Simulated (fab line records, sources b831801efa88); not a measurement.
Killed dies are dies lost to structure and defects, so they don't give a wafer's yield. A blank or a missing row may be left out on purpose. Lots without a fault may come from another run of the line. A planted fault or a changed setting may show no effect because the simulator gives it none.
A struck lot beside a sound one | flow sfq_line | 42 steps out of a route of 325
Sound: wafers L929.2, L929.3, L929.4. Struck: wafers L939.5, L939.6. The cause comes at the end.
At each step with rows: each side's tool, then ch and its chambers, then its first start. Under that, the readings that differ: sound wafers | struck wafers | difference of the means | sigmas: that difference in standard deviations of wafers without a fault.
alike: readings whose means differ by less than 2 such deviations, and words and numbers that are the same on both sides. not compared: withheld readings, readings that some wafer has no value for, bounds like >300 that may hide the same value, and numbers for which the record gives no deviation and whose values overlap.
The two part at a step that has a row with sigmas, a row that says differs or no value, or rows on one side only. Numbers that don't overlap but have no deviation are shown without sigmas and don't part them. A reading that every wafer of one side lacks parts them only if that side has two wafers or more.

first, 6 steps without rows for these wafers: SFQ_TRILAYER_M2_LITHO_COAT_062 (resist thk 62 nm); SFQ_TRILAYER_M2_LITHO_COAT_057 (resist thk 600 nm); SFQ_TRILAYER_M2_LITHO_SOFTBAKE_061; SFQ_TRILAYER_M2_LITHO_EXPOSE_058 (exposes mask M2, target cd 500 nm); SFQ_TRILAYER_M2_LITHO_PEB_060 (peb time 60 s); SFQ_TRILAYER_M2_LITHO_DEVELOP_059 (time 60 s).
SFQ_M2_OVL_MEAS_916:
  sound on overlay-01, day 26 13:50; struck on overlay-01, day 30 04:22
  alike: M2_OVL
then, 2 steps without rows for these wafers: SFQ_TRILAYER_M2_BARC_OPEN_METAL_ETCH_077 (etches BARC in O2, target depth 125 nm, time 41.7 s); SFQ_TRILAYER_M2_ETCH_METAL_ETCH_060 (etches Nb in Cl2/Ar, stops on SiO2, target depth 240 nm, time 120 s).
SFQ_TRILAYER_M2_STRIP_STRIP_061: strips in O2.
  sound on rie_metal-03 ch 0,1, day 26 14:02; struck on rie_metal-03 ch 0,1, day 30 04:58
  alike: drypump_motor_current_A, oes_product_au
  not compared: rf_hours_counter_h
then, 2 steps without rows for these wafers: SFQ_TRILAYER_M2_STRIP_SOLV_CLEAN_062 (cleans in NMP, time 600 s); SFQ_TRILAYER_I2_DEP_PECVD_063 (deposits SiO2 from SiH4/N2O, time 111.11 s, target thk 500 nm).
SFQ_TRILAYER_I2_CMP_CMP_064: polishes SiO2.
  sound on cmp-01 ch 0,1,3, day 26 16:01; struck on cmp-01 ch 1,2, day 30 07:25
  reading                                             | sound           | struck    | difference | sigmas
  time_to_endpoint_s (s)                              | 217 209 220     | 290 283   | +71        | +11
  model.SiO2_of_TRILAYER_I2_DEP_PECVD_063.thk_nm (nm) | 199.9 199 198.7 | 308.6 307 | +108.6     |
  alike: motor_current_A
SFQ_I2_BOW_MEAS_917:
  sound on film_metro-01, day 26 18:32; struck on film_metro-01, day 30 08:30
  alike: I2_BOW
SFQ_TRILAYER_I2_METRO_MEASURE_065:
  sound on film_metro-01, day 26 18:50; struck on film_metro-01, day 30 09:20
  reading     | sound             | struck      | difference | sigmas
  thk_nm (nm) | 200.0 199.1 198.6 | 308.8 306.8 | +108.6     | +99 or more
then, 6 steps without rows for these wafers: SFQ_TRILAYER_I2_VIA_LITHO_COAT_072 (resist thk 62 nm); SFQ_TRILAYER_I2_VIA_LITHO_COAT_067 (resist thk 650 nm); SFQ_TRILAYER_I2_VIA_LITHO_SOFTBAKE_071; SFQ_TRILAYER_I2_VIA_LITHO_EXPOSE_068 (exposes mask I2, target cd 500 nm); SFQ_TRILAYER_I2_VIA_LITHO_PEB_070 (peb time 60 s); SFQ_TRILAYER_I2_VIA_LITHO_DEVELOP_069 (time 60 s).
SFQ_I2_OVL_MEAS_918:
  sound on overlay-01, day 26 22:05; struck on overlay-01, day 30 13:34
  alike: I2_OVL
SFQ_TRILAYER_I2_VIA_BARC_OPEN_VIA_ETCH_096: etches BARC in O2, target depth 125 nm, time 41.7 s.
  sound on rie_diel-03 ch 0,1,2, day 26 22:07; struck on rie_diel-03 ch 0,1, day 30 13:35
  reading                | sound    | struck | difference                    | sigmas
  rf_hours_counter_h (h) | 35 34 25 | - -    | no value on the struck wafers |
  alike: drypump_motor_current_A, oes_product_au
SFQ_TRILAYER_I2_VIA_ETCH_VIA_ETCH_070: etches SiO2 in CHF3, stops on Nb, target depth 260 nm.
  sound on rie_diel-03 ch 0,1,2, day 26 22:09; struck on rie_diel-03 ch 0,1, day 30 13:40
  reading                        | sound             | struck      | difference | sigmas
  oes_product_au (a.u.)          | 0.855 0.851 0.852 | 1.016 1.002 | +0.156     | +33
  model.etch.depth_nm (nm)       | 199.9 199 198.7   | 265.7 259.9 | +63.6      |
  model.I2.feature_depth_nm (nm) | 199.9 199 198.7   | 265.7 259.9 | +63.6      |
  alike: drypump_motor_current_A
then, 2 steps without rows for these wafers: SFQ_TRILAYER_I2_VIA_STRIP_STRIP_071 (strips in O2); SFQ_TRILAYER_I2_VIA_STRIP_SOLV_CLEAN_072 (cleans in NMP, time 600 s).
SFQ_TRILAYER_M3_DEP_PRE_CLEAN_074: time 22.5 s.
  sound on pvd_sputter-05, day 26 23:02; struck on pvd_sputter-04, day 30 14:31
  reading                                             | sound             | struck      | difference | sigmas
  model.SiO2_of_TRILAYER_I2_DEP_PECVD_063.thk_nm (nm) | 192.4 191.5 191.2 | 301.1 299.5 | +108.6     |
then, 1 step without rows for these wafers: SFQ_TRILAYER_M3_DEP_SPUTTER_073 (material Nb, target thk 200 nm, time 133.3 s).
SFQ_M3_RS_MEAS_919: measures by four-point-probe.
  sound on film_metro-02, day 26 23:11; struck on film_metro-02, day 30 14:42
  alike: M3_NB_RS
then, 6 steps without rows for these wafers: SFQ_TRILAYER_M3_LITHO_COAT_080 (resist thk 62 nm); SFQ_TRILAYER_M3_LITHO_COAT_075 (resist thk 600 nm); SFQ_TRILAYER_M3_LITHO_SOFTBAKE_079; SFQ_TRILAYER_M3_LITHO_EXPOSE_076 (exposes mask M3, target cd 500 nm); SFQ_TRILAYER_M3_LITHO_PEB_078 (peb time 60 s); SFQ_TRILAYER_M3_LITHO_DEVELOP_077 (time 60 s).
-- the record jumps here: 6 days lie between the struck wafers' starts before and after --
SFQ_M3_OVL_MEAS_921:
  sound on overlay-01, day 33 04:49; struck on overlay-01, day 36 21:03
  alike: M3_OVL
SFQ_TRILAYER_M3_BARC_OPEN_METAL_ETCH_100: etches BARC in O2, target depth 125 nm, time 41.7 s.
  sound on rie_metal-02 ch 0,1, day 33 04:51; struck on rie_metal-03 ch 0,1, day 36 21:06
  alike: drypump_motor_current_A, oes_product_au
  not compared: rf_hours_counter_h
SFQ_TRILAYER_M3_ETCH_METAL_ETCH_078: etches Nb in Cl2/Ar, stops on SiO2, target depth 240 nm, time 120 s.
  sound on rie_metal-02 ch 0,1, day 33 04:55; struck on rie_metal-03 ch 0,1, day 36 21:12
  alike: drypump_motor_current_A, oes_product_au
  not compared: rf_hours_counter_h
SFQ_TRILAYER_M3_STRIP_STRIP_079: strips in O2.
  sound on rie_metal-02 ch 0,1, day 33 05:02; struck on rie_metal-03 ch 0,1, day 36 21:38
  alike: drypump_motor_current_A, oes_product_au
  not compared: rf_hours_counter_h
then, 2 steps without rows for these wafers: SFQ_TRILAYER_M3_STRIP_SOLV_CLEAN_080 (cleans in NMP, time 600 s); SFQ_TRILAYER_I3_DEP_PECVD_081 (deposits SiO2 from SiH4/N2O, time 111.11 s, target thk 500 nm).
-- the record jumps here: 45 days lie between the struck wafers' starts before and after --
SFQ_M8_BOW_MEAS_951:
  sound on film_metro-04, day 73 18:29; struck on film_metro-03, day 82 07:04
  reading                 | sound            | struck      | difference | sigmas
  model.etest.i2.link_ohm | 1.951 1.94 1.936 | 1e+06 1e+06 | +1e+06     |
  alike: M8_BOW

WHERE THEY PART
First at SFQ_TRILAYER_I2_CMP_CMP_064; last, within this record, at SFQ_TRILAYER_I2_VIA_ETCH_VIA_ETCH_070. Later steps at which nothing parts them and some readings are alike: SFQ_M3_RS_MEAS_919, SFQ_M3_OVL_MEAS_921, SFQ_TRILAYER_M3_BARC_OPEN_METAL_ETCH_100, SFQ_TRILAYER_M3_ETCH_METAL_ETCH_078, SFQ_TRILAYER_M3_STRIP_STRIP_079, SFQ_M8_BOW_MEAS_951.

WHY: what the simulator had put in
Process parameter drift: cmp-01, from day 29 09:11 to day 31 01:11, at SFQ_TRILAYER_I2_CMP_CMP_064. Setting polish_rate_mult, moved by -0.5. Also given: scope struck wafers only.
